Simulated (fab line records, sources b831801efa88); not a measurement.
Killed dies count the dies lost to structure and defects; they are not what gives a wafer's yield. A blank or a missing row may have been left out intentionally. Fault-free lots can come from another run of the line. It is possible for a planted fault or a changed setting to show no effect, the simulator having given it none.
A lot that was struck, set against a sound lot | flow sfqLine | 14 steps out of a route of 325
Sound: the wafers L961.1, L961.2, L961.5. Struck: wafer L969.5 (left out: L969.1, L969.4 of the same lot, which were not struck); the cause appears at the end.
For every step that has rows: the tool of each side, followed by ch and its chambers, followed by its first start. Under that, the readings that differ: sound wafers | struck wafers | difference of the means | sigmas: that difference in standard deviations of wafers without a fault.
alike: readings with means less than 2 such deviations apart, plus words and numbers identical on both sides. not compared: withheld readings, readings lacking a value on some wafer, bounds such as >300 that could conceal the same value, and numbers that have no deviation in the record and whose values overlap.
Wherever a step has rows on one side only, a row that says differs or no value, or a row with sigmas, the two part there. Numbers that have no deviation but don't overlap get no sigmas and don't part them. Lack of a reading on every wafer of one side parts them only where that side has two or more wafers.

first, 2 steps without rows for these wafers: SFQ_TRILAYER_I1_VIA_STRIP_SOLV_CLEAN_054 (cleans in NMP, time 600 s); SFQ_TRILAYER_M2_DEP_PRE_CLEAN_056 (time 22.5 s).
SFQ_TRILAYER_M2_DEP_SPUTTER_055: material Nb, target thk 200 nm, time 133.3 s.
  sound on pvdSputter-03, day 30 17:11; struck on pvdSputter-05, day 33 14:03
  alike: basePressurePa, cathodeDcPowerW, resputterCathodeVoltageV, throttleValvePct
SFQ_M2_RS_MEAS_914: uses a four-point probe to measure.
  sound on filmMetro-02, day 30 17:16; struck on filmMetro-01, day 33 14:09
  alike: M2_NB_RS
then, 6 steps without rows for these wafers: SFQ_TRILAYER_M2_LITHO_COAT_062 (resist thk 62 nm); SFQ_TRILAYER_M2_LITHO_COAT_057 (resist thk 600 nm); SFQ_TRILAYER_M2_LITHO_SOFTBAKE_061; SFQ_TRILAYER_M2_LITHO_EXPOSE_058 (exposes mask M2, target cd 500 nm); SFQ_TRILAYER_M2_LITHO_PEB_060 (peb time 60 s); SFQ_TRILAYER_M2_LITHO_DEVELOP_059 (time 60 s).
-- the record jumps here: 6 days lie between the struck wafers' starts before and after --
SFQ_M2_OVL_MEAS_916:
  sound on overlay-02, day 37 02:37; struck on overlay-01, day 39 21:14
reading     | sound    | struck | difference | sigmas
M2_OVL (nm) | -6 -4 -1 | 9      | +13        | +2
SFQ_TRILAYER_M2_BARC_OPEN_METAL_ETCH_077: etches BARC in O2, target depth 125 nm, time 41.7 s.
  sound on rieMetal-02 ch 1, day 37 02:39; struck on rieMetal-02 ch 0, day 39 21:16
reading                                            | sound             | struck | difference | sigmas
rfFwdPowerW (W)                                    | 596.3 597.1 597.3 | 692.5  | +95.6      | +40
model.KrF_of_TRILAYER_M2_LITHO_COAT_057.thkNm (nm) | 524.5 524.4 524.5 | 514.4  | -10.1      | 
  alike: drypumpMotorCurrentA, oesProductAu
  not compared: rfHoursCounterH
SFQ_TRILAYER_M2_ETCH_METAL_ETCH_060: etches Nb in Cl2/Ar, stops on SiO2, target depth 240 nm, time 120 s.
  sound on rieMetal-02 ch 1, day 37 02:46; struck on rieMetal-02 ch 0, day 39 21:20
reading                                            | sound             | struck | difference | sigmas
model.KrF_of_TRILAYER_M2_LITHO_COAT_057.thkNm (nm) | 382.1 382.6 381.3 | 371.8  | -10.2      | 
  alike: drypumpMotorCurrentA, oesProductAu, rfFwdPowerW
  not compared: rfHoursCounterH
SFQ_TRILAYER_M2_STRIP_STRIP_061: strips in O2.
  sound on rieMetal-02 ch 1, day 37 03:01; struck on rieMetal-02 ch 0, day 39 21:27
  alike: drypumpMotorCurrentA, oesProductAu
  not compared: rfHoursCounterH

WHERE THEY PART
First at SFQ_M2_OVL_MEAS_916; last, within this record, at SFQ_TRILAYER_M2_BARC_OPEN_METAL_ETCH_077. Later steps at which nothing parts them and some readings are alike: SFQ_TRILAYER_M2_ETCH_METAL_ETCH_060, SFQ_TRILAYER_M2_STRIP_STRIP_061.

WHY: what had been put in by the simulator
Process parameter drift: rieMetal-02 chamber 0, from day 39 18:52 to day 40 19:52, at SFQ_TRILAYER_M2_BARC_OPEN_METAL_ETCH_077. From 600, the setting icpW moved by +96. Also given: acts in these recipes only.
